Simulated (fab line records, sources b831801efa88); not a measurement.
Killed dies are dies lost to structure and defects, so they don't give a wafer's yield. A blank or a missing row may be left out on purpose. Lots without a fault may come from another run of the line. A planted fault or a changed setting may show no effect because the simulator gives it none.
One fault seen from 2 desks | flow sky130 | each desk has only its own numbers; what lay behind them comes last

THE TOOL OWNER'S DESK: iline_stepper-01
The tool's own readings at SKY_LDD_N_EXPOSE_04 (exposes mask NTM, target cd 840 nm): means of the sampled wafers that have a number, for each lot that ran on this tool. A lot is out of limits, marked OUT, if its mean lies more than 4 standard deviations from the usual mean; the brackets give that distance.
Columns: A = exposure_dose_mJ_cm2 at SKY_LDD_N_EXPOSE_04, usual 110.01; B = focus_offset_nm at SKY_LDD_N_EXPOSE_04, usual -0.1 nm
lot  | first seen here | A      | B
L228 | day 18 21:43    | 110.00 | 0.1
L240 | day 24 01:32    | 110.03 | 0.6
L241 | day 24 04:43    | 109.87 | 0.0
L243 | day 24 15:06    | 110.07 | -0.1
L244 | day 24 23:47    | 109.96 | -0.2
L246 | day 25 04:58    | 109.96 | -0.7
This desk's finding: nothing out of limits on any of the 6 lots.

THE METROLOGY DESK
What the gauges read, lot by lot, whatever tool the lot ran on: means of the sampled wafers that have a number. A lot is out of limits, marked OUT, if its mean lies more than 4 standard deviations from the usual mean; the brackets give that distance.
Columns: A = VT_ADJUST_LVTN_OVL at SKY_VT_ADJUST_LVTN_OVL_MEAS_07, usual -0.5 nm; B = GATE_OXIDE_TW at SKY_GATE_OXIDE_TW_MEAS_14, usual 224.3
lot  | first seen here | A    | B
L225 | day 7 08:43     | -2.0 | 226.3
L226 | day 7 14:33     | -0.5 | 223.9
L227 | day 7 19:31     | 1.3  | 224.5
L228 | day 8 05:56     | -1.3 | 223.6
L229 | day 8 13:06     | 2.1  | 222.8
L231 | day 9 00:14     | -1.8 | 225.4
L238 | day 11 05:44    | -1.4 | 227.0
L239 | day 11 14:36    | -0.5 | 223.6
L240 | day 11 21:20    | -2.6 | 222.4
L241 | day 12 04:38    | -2.1 | 223.5
L242 | day 12 08:59    | 0.8  | 223.1
L243 | day 12 13:23    | 2.1  | 225.3
L244 | day 12 17:44    | -0.6 | 224.2
L246 | day 13 01:14    | -1.1 | 225.8
This desk's finding: nothing out of limits on any of the 14 lots.

PUT TOGETHER
The tool owner's desk saw nothing out of limits.
The metrology desk saw nothing out of limits.

WHAT THE SIMULATOR HAD PUT IN
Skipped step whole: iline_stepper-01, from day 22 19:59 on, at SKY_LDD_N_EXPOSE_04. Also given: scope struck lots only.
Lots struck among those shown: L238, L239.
